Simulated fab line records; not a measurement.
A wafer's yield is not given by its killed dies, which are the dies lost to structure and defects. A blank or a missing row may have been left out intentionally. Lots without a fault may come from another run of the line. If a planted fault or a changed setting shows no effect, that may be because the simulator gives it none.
fab line records	flow sky130
record lots=10	wafers=30	last-day=50
route steps=708 shown VT_ADJUST_LVTN@115 VT_ADJUST_NCORE@129 SONOS_ONO@169 METAL2@502 PAD_OPEN@708
lots with no fault: from the same line, run without faults
start-h: the number of hours between the record's first day and the start of the first shown wafer of the lot	wait-h: time in hours since the lot's previous step	" unchanged from the row above	L1.1+2: several wafers, shown together as one row	- value missing, or start not given	* or withheld: withheld	< > ~ a bound
route shown NAME@n: NAME is a module with steps in the file, n the number in the route of the first one	usual: mean/standard deviation taken from wafers without a fault	same: alike in all rows	chamber/n: place in a boat	sites: each site's reading	_std_site: the standard deviation of these	_edge_site: mean of outer sites minus mean of inner sites	radius-mm: how far each site lies from the wafer's centre	mask NAME#n: copy n	behind: tool/chamber where the wafer was last shaped	hold: the reason the lot was held/the length of the hold in hours/how it ended	device: transistor that didn't switch, given as n, p or np	end of line: the route-end tests of the same wafers	a step given without rows: its recipe and nothing more	killed: the dies lost at the first sort to structure and to defects; this is not the yield of the wafer	map: dies across one wafer; x = killed, . = not, _ = none there
set.NAME: setting as actually run; set.NAME@STEP: the setting as run at that earlier step	model.NAME: the simulator's own value behind a step, which no gauge read
route steps across a sampled set of lots; one table per step, one row per wafer
services: from which hour (start-h, from the record's first day; less than 0 if before it) a tool's chamber was out of use, for how many hours, and why
## steps
# step SKY_VT_ADJUST_LVTN_OVL_MEAS_18
# usual VT_ADJUST_LVTN_01_OVL=0.0/1.2
lot.wafer	tool	chamber	start-h	wait-h	VT_ADJUST_LVTN_01_OVL[nm]
L886.1	overlay-01	-	167.62	0.1	-0.4
L886.4	"	-	"	"	-1.2
L886.5	"	-	"	"	0.1
L888.1	overlay-01	-	183.37	0.1	1.5
L888.3	"	-	"	"	-0.3
L888.5	"	-	"	"	0.3
L889.2	overlay-02	-	187.13	0.1	-1.0
L889.4	"	-	"	"	-3.6
L889.5	"	-	"	"	0.8
L892.2	overlay-02	-	206.03	0.1	0.6
L892.3	"	-	"	"	1.2
L892.4	"	-	"	"	0.0
L897.2	overlay-01	-	239.69	0.1	-1.0
L897.3	"	-	"	"	-0.3
L897.4	"	-	"	"	-0.6
L899.1	overlay-01	-	256.28	0.1	-1.4
L899.5	"	-	"	"	-1.6
L899.6	"	-	"	"	-0.9
L900.2	overlay-01	-	261.78	0.1	-1.1
L900.4	"	-	"	"	-2.4
L900.6	"	-	"	"	-1.7
L904.2	overlay-01	-	289.53	0.1	-1.4
L904.4	"	-	"	"	-0.7
L904.5	"	-	"	"	-0.5
L905.1	overlay-01	-	301.22	0.1	0.5
L905.3	"	-	"	"	-1.0
L905.4	"	-	"	"	-0.3
L906.4	overlay-02	-	307.68	0.1	-0.1
L906.5	"	-	"	"	1.1
L906.6	"	-	"	"	-0.1
# step SKY_VT_ADJUST_NCORE_STRIP_10
# recipe chemistry=O2/N2	power-w=1400	pressure-mtorr=1500	platen-temp-c=withheld	o2-flow-sccm=3000	n2-flow-sccm=300	overash-fraction=0.5
# usual chamber-pressure-mTorr=1499.9/1.4	drypump-motor-current-A=6.1/0.57	oes-product-au=0.716/0.0043	strip-time-to-endpoint-s=14.17/0.031
# same overash-fraction=0.5
lot.wafer	tool	chamber	start-h	wait-h	chamber-pressure-mTorr	drypump-motor-current-A	oes-product-au	rf-hours-counter-h	strip-time-to-endpoint-s
L886.1	plasma-asher-04	1	187.73	0.1	1499.4	5.3	0.715	37	14.19
L886.4	"	1	"	"	1500.8	5.3	0.722	-	14.21
L886.5	"	1	"	"	1499.9	5.3	0.724	-	14.16
L888.1	plasma-asher-01	0	203.87	0.1	1499.5	6.6	0.716	50	14.22
L888.3	"	1	"	"	1499.8	6.0	0.716	-	14.19
L888.5	"	0	"	"	1498.3	6.6	0.712	-	14.21
L889.2	plasma-asher-04	1	208.20	0.1	1499.2	5.3	0.721	39	14.19
L889.4	"	0	"	"	1501.0	5.0	0.715	-	14.22
L889.5	"	1	"	"	1502.2	5.3	0.712	-	14.17
L892.2	plasma-asher-01	0	229.08	0.1	1500.2	6.6	0.719	53	14.13
L892.3	"	0	"	"	1500.9	6.6	0.724	-	14.12
L892.4	"	1	"	"	1501.4	6.0	0.714	-	14.12
L897.2	plasma-asher-01	1	262.47	0.1	1498.6	6.0	0.722	56	14.19
L897.3	"	0	"	"	1500.3	6.6	0.722	-	14.16
L897.4	"	1	"	"	1501.5	6.0	0.716	-	14.17
L899.1	plasma-asher-01	1	281.25	0.1	1500.9	6.0	0.722	58	14.17
L899.5	"	0	"	"	1500.6	6.6	0.715	-	14.17
L899.6	"	1	"	"	1501.8	6.0	0.713	-	14.18
L900.2	plasma-asher-01	1	287.52	0.1	1502.0	6.0	0.718	59	14.17
L900.4	"	0	"	"	1499.5	6.6	0.717	-	14.12
L900.6	"	0	"	"	1502.5	6.6	0.716	-	14.14
L904.2	plasma-asher-01	1	314.87	0.1	1499.0	6.0	0.715	62	14.20
L904.4	"	1	"	"	1501.3	6.0	0.719	-	14.22
L904.5	"	0	"	"	1499.4	6.6	0.718	-	14.19
L905.1	plasma-asher-01	1	327.93	0.1	1501.0	6.0	0.712	63	14.23
L905.3	"	1	"	"	1499.9	6.0	0.717	-	14.22
L905.4	"	0	"	"	1500.5	6.6	0.714	-	14.25
L906.4	plasma-asher-01	1	334.14	0.1	1501.5	6.0	0.724	-	14.17
L906.5	"	1	"	"	1500.7	6.0	0.714	-	14.20
L906.6	"	0	"	"	1498.4	6.6	0.708	-	14.20
# step SKY_SONOS_ONO_THK_MEAS_01
# recipe reads=SiO2_of_SONOS_ONO_OXIDATION_00
# usual SONOS_ONO_OXIDATION_THK=2.62/0.067
lot.wafer	tool	chamber	start-h	wait-h	SONOS_ONO_OXIDATION_THK[nm]
L886.1	film-metro-04	-	257.78	0.0	2.59
L886.4	"	-	"	"	2.52
L886.5	"	-	"	"	2.55
L888.1	film-metro-01	-	276.59	0.0	2.63
L888.3	"	-	"	"	2.61
L888.5	"	-	"	"	2.66
L889.2	film-metro-04	-	282.79	0.0	2.65
L889.4	"	-	"	"	2.64
L889.5	"	-	"	"	2.63
L892.2	film-metro-04	-	303.27	0.0	2.59
L892.3	"	-	"	"	2.67
L892.4	"	-	"	"	2.68
L897.2	film-metro-04	-	343.22	0.0	2.69
L897.3	"	-	"	"	2.69
L897.4	"	-	"	"	2.75
L899.1	film-metro-04	-	361.81	0.0	2.65
L899.5	"	-	"	"	2.65
L899.6	"	-	"	"	2.64
L900.2	film-metro-02	-	373.68	0.0	2.52
L900.4	"	-	"	"	2.61
L900.6	"	-	"	"	2.55
L904.2	film-metro-01	-	399.74	0.0	2.59
L904.4	"	-	"	"	2.50
L904.5	"	-	"	"	2.53
L905.1	film-metro-01	-	414.96	0.0	2.71
L905.3	"	-	"	"	2.67
L905.4	"	-	"	"	2.70
L906.4	film-metro-01	-	423.80	0.0	2.57
L906.5	"	-	"	"	2.49
L906.6	"	-	"	"	2.48
# step SKY_METAL2_METAL_ETCH_19
# recipe target-depth-a=3600	stop-on=SiO2	over-etch-frac=0.3	time-s=78	chemistry=Cl2/BCl3	resist-sidewall-deg=88	pressure-mtorr=10	icp-w=900	bias-w=48.5	Cl2_flow_sccm=60	bcl3-flow-sccm=30
# usual bcl3-flow-sccm=29.99/0.081	chamber-pressure-mTorr=10.000/0.0098	drypump-motor-current-A=5.8/0.49	oes-product-au=0.854/0.005	run-length-s=106.4/0.65	throttle-valve-pct=22.264/0.01
lot.wafer	tool	chamber	start-h	wait-h	bcl3-flow-sccm	chamber-pressure-mTorr	drypump-motor-current-A	oes-product-au	rf-hours-counter-h	run-length-s	throttle-valve-pct
L886.1	rie-metal-04	0	833.93	0.0	30.10	10.005	6.1	0.847	7	106.5	22.275
L886.4	"	1	"	"	29.95	10.012	5.3	0.859	-	106.4	22.277
L886.5	"	1	"	"	29.90	9.971	5.3	0.854	-	106.5	22.255
L888.1	rie-metal-01	1	844.02	0.0	29.99	9.999	6.5	0.861	16	106.0	22.259
L888.3	"	1	"	"	30.09	10.011	6.5	0.851	-	105.9	22.259
L888.5	"	1	"	"	30.11	9.971	6.6	0.860	-	106.0	22.264
L889.2	rie-metal-04	1	848.28	0.0	30.04	10.017	5.3	0.853	12	106.4	22.264
L889.4	"	0	"	"	29.97	9.999	6.2	0.860	-	106.3	22.263
L889.5	"	0	"	"	29.87	9.989	6.1	0.851	-	106.9	22.259
L892.2	rie-metal-01	1	876.20	0.0	29.93	10.011	6.5	0.849	17	105.6	22.268
L892.3	"	0	"	"	30.10	10.000	5.7	0.856	-	106.2	22.256
L892.4	"	1	"	"	30.00	9.997	6.5	0.857	-	105.7	22.265
L897.2	rie-metal-04	0	908.53	0.0	30.00	9.988	6.1	0.900	11	103.4	22.244
L897.3	"	1	"	"	30.05	10.010	5.3	0.852	-	106.5	22.270
L897.4	"	0	"	"	29.93	10.018	6.1	0.890	-	102.7	22.273
L899.1	rie-metal-04	0	924.98	0.0	29.86	9.990	6.1	0.890	11	102.8	22.258
L899.5	"	1	"	"	29.91	10.000	5.3	0.857	-	106.4	22.261
L899.6	"	0	"	"	29.88	9.995	6.2	0.891	-	103.1	22.267
L900.2	rie-metal-01	1	935.18	0.0	29.96	10.016	6.6	0.846	2	105.9	22.252
L900.4	"	1	"	"	30.01	10.017	6.5	0.850	-	105.8	22.266
L900.6	"	1	"	"	29.97	10.000	6.5	0.850	-	105.8	22.266
L904.2	rie-metal-02	1	957.35	0.0	29.95	10.000	5.4	0.856	4	106.1	22.270
L904.4	"	1	"	"	30.07	10.001	5.4	0.861	-	106.2	22.272
L904.5	"	0	"	"	30.05	10.001	5.1	0.848	-	106.4	22.251
L905.1	rie-metal-01	1	967.83	0.0	30.03	10.000	6.5	0.840	4	106.0	22.253
L905.3	"	0	"	"	30.06	10.011	5.7	0.851	-	106.3	22.262
L905.4	"	1	"	"	30.04	10.011	6.5	0.851	-	105.7	22.284
L906.4	rie-metal-01	1	976.06	0.1	29.89	10.001	6.5	0.852	-	105.9	22.255
L906.5	"	0	"	"	29.82	9.994	5.7	0.865	-	106.4	22.258
L906.6	"	1	"	"	30.00	10.001	6.5	0.861	-	105.7	22.259
# step SKY_METAL2_STRIP_20
# recipe chemistry=O2/N2	power-w=1400	pressure-mtorr=1500	platen-temp-c=withheld	o2-flow-sccm=3000	n2-flow-sccm=300	overash-fraction=0.5
# usual chamber-pressure-mTorr=1500.2/1.3	drypump-motor-current-A=5.8/0.58	oes-product-au=0.343/0.0046	strip-time-to-endpoint-s=2.71/0.036
# same overash-fraction=0.5
lot.wafer	tool	chamber	start-h	wait-h	chamber-pressure-mTorr	drypump-motor-current-A	oes-product-au	rf-hours-counter-h	strip-time-to-endpoint-s
L886.1	plasma-asher-01	1	834.02	0.1	1498.9	6.0	0.346	41	2.69
L886.4	"	0	"	"	1503.2	6.6	0.345	-	2.70
L886.5	"	0	"	"	1499.1	6.6	0.337	-	2.68
L888.1	plasma-asher-01	0	844.11	0.1	1499.6	6.6	0.350	42	2.75
L888.3	"	1	"	"	1500.8	6.0	0.347	-	2.76
L888.5	"	1	"	"	1501.6	6.0	0.342	-	2.75
L889.2	plasma-asher-02	1	848.37	0.1	1501.6	5.4	0.349	10	2.66
L889.4	"	0	"	"	1501.5	5.6	0.336	-	2.67
L889.5	"	1	"	"	1501.1	5.4	0.344	-	2.69
L892.2	plasma-asher-01	0	876.29	0.1	1501.0	6.6	0.340	45	2.75
L892.3	"	0	"	"	1500.2	6.6	0.343	-	2.66
L892.4	"	1	"	"	1500.6	6.0	0.344	-	2.70
L897.2	plasma-asher-01	1	908.62	0.1	1499.0	6.0	0.352	48	2.81
L897.3	"	1	"	"	1500.5	6.0	0.332	-	2.62
L897.4	"	0	"	"	1498.9	6.6	0.352	-	2.82
L899.1	plasma-asher-02	0	925.07	0.1	1500.4	5.6	0.346	18	2.84
L899.5	"	1	"	"	1501.3	5.4	0.346	-	2.69
L899.6	"	0	"	"	1500.7	5.6	0.349	-	2.85
L900.2	plasma-asher-01	0	935.27	0.1	1500.6	6.6	0.348	51	2.76
L900.4	"	0	"	"	1499.3	6.6	0.350	-	2.75
L900.6	"	1	"	"	1501.7	6.0	0.349	-	2.77
L904.2	plasma-asher-01	0	957.44	0.1	1499.8	6.6	0.335	53	2.72
L904.4	"	0	"	"	1499.7	6.6	0.344	-	2.70
L904.5	"	1	"	"	1502.6	6.0	0.341	-	2.71
L905.1	plasma-asher-02	0	967.92	0.1	1501.4	5.6	0.346	23	2.73
L905.3	"	1	"	"	1498.8	5.4	0.343	-	2.68
L905.4	"	0	"	"	1498.2	5.6	0.343	-	2.73
L906.4	plasma-asher-01	0	976.16	0.1	1500.9	6.6	0.349	-	2.76
L906.5	"	0	"	"	1501.8	6.6	0.349	-	2.74
L906.6	"	1	"	"	1501.1	6.0	0.341	-	2.76
# step SKY_PAD_OPEN_PROBE_99
# usual defect-limited-yield=82.8/2	killed_at_M0_to_M3=42/7.3	killed_at_M4_up=3.2/1.8	killed-at-contacts=25/5.2	killed-at-front-end=15/4.6	killed-at-other=0.3/0.62	killed-dies=85/9.9	killed-open=46/7.1	killed-short=38/5.7	sort_bin_3_pad_short=0.9/0.42	sort_bin_5_function=10.0/1.5	sort_bin_6_memory=6.3/1.2	sort-n-pass=407/9.9	sort-yield-pct=82.8/2
# same gross-dies=492	killed-at-back-side=0	sort_bin_4_leakage[%]=0	sort_bin_8_speed[%]=0
lot.wafer	tool	chamber	start-h	wait-h	defect-limited-yield[%]	killed_at_M0_to_M3	killed_at_M4_up	killed-at-contacts	killed-at-front-end	killed-at-other	killed-dies	killed-open	killed-short	sort_bin_3_pad_short[%]	sort_bin_5_function[%]	sort_bin_6_memory[%]	sort-n-pass	sort-yield-pct[%]
L900.2	prober-01	-	1165.10	0.1	84.1	35	2	28	12	1	78	46	32	0.4	8.9	6.5	414	84.1
L900.4	prober-01	-	1165.20	0.2	86.2	29	4	27	8	0	68	38	30	0.8	8.1	4.9	424	86.2
L900.6	prober-01	-	1165.30	0.2	82.1	52	3	22	11	0	88	47	41	1.0	9.8	7.1	404	82.1
# killed by level:class
L900.2 CONTACT:geometric-particle:open=12 CONTACT:geometric-particle:short=7 VIA1:geometric-particle:open=7 LI_CONTACT:geometric-particle:open=6 METAL2:geometric-particle:short=6 VIA3:geometric-particle:open=5 VIA1:geometric-particle:short=4 VIA2:geometric-particle:open=4
L900.4 CONTACT:geometric-particle:open=13 VIA3:geometric-particle:open=7 CONTACT:geometric-particle:short=6 VIA1:geometric-particle:open=4 METAL2:geometric-particle:short=4 FIELD_ISO:geometric-particle:short=3 LI_CONTACT:geometric-particle:open=3 LOCAL_INTERCONNECT:geometric-particle:short=3
L900.6 VIA1:geometric-particle:open=11 CONTACT:geometric-particle:open=8 METAL2:geometric-particle:short=7 VIA2:geometric-particle:open=6 METAL1:geometric-particle:short=6 VIA1:geometric-particle:short=6 LI_CONTACT:geometric-particle:open=5 VIA3:geometric-particle:open=5
## services
tool	chamber	start-h	hours	kind
rie-metal-01	0	178.35	3.6	repair
plasma-asher-04	-	225.64	15.6	pm
plasma-asher-01	-	281.42	0.8	repair
rie-metal-04	0	346.64	7.9	repair
plasma-asher-01	-	355.52	2.2	repair
plasma-asher-04	-	358.59	1.9	repair
plasma-asher-01	-	421.25	9.0	pm
plasma-asher-04	-	429.90	0.6	repair
plasma-asher-01	-	430.25	2.8	pm
rie-metal-04	0	438.67	2.2	repair
rie-metal-04	-	447.08	2.8	pm
plasma-asher-02	-	513.52	2.8	pm
plasma-asher-02	-	563.16	2.7	repair
rie-metal-04	-	573.95	0.5	repair
rie-metal-01	0	611.94	19.8	repair
plasma-asher-01	-	624.41	1.1	repair
rie-metal-01	-	673.39	2.8	pm
rie-metal-04	-	674.23	0.7	repair
plasma-asher-01	-	688.25	2.1	repair
rie-metal-04	0	721.42	1.3	repair
rie-metal-01	-	725.68	14.6	pm
plasma-asher-02	-	733.75	9.0	pm
plasma-asher-01	-	882.03	5.1	repair
plasma-asher-01	-	960.13	15.8	pm
## key
first-sign step=SKY_METAL2_METAL_ETCH_19	reading=oes-product-au	direction=up	sigmas=7.8	usual=0.854	struck=0.893
effect step=SKY_METAL2_METAL_ETCH_19	reading=run-length-s	direction=down	sigmas=5.2	usual=*	struck=*
effect step=SKY_METAL2_STRIP_20	reading=strip-time-to-endpoint-s	direction=up	sigmas=3.4	usual=*	struck=*
met-at SKY_METAL2_METAL_ETCH_19
struck-lots L897,L899
struck-wafers L897.2,L897.4,L899.1,L899.6
not-acting-at SKY_VT_ADJUST_LVTN_OVL_MEAS_18,SKY_VT_ADJUST_NCORE_STRIP_10,SKY_SONOS_ONO_THK_MEAS_01
onset-between 848.28 908.53
fault kind=process-parameter-drift	tool=rie-metal-04	chamber=0	onset-h=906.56	steps=SKY_METAL2_METAL_ETCH_19	channel=time-s	offset=*	shape=step	end-h=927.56	acts-in=*	stated=*
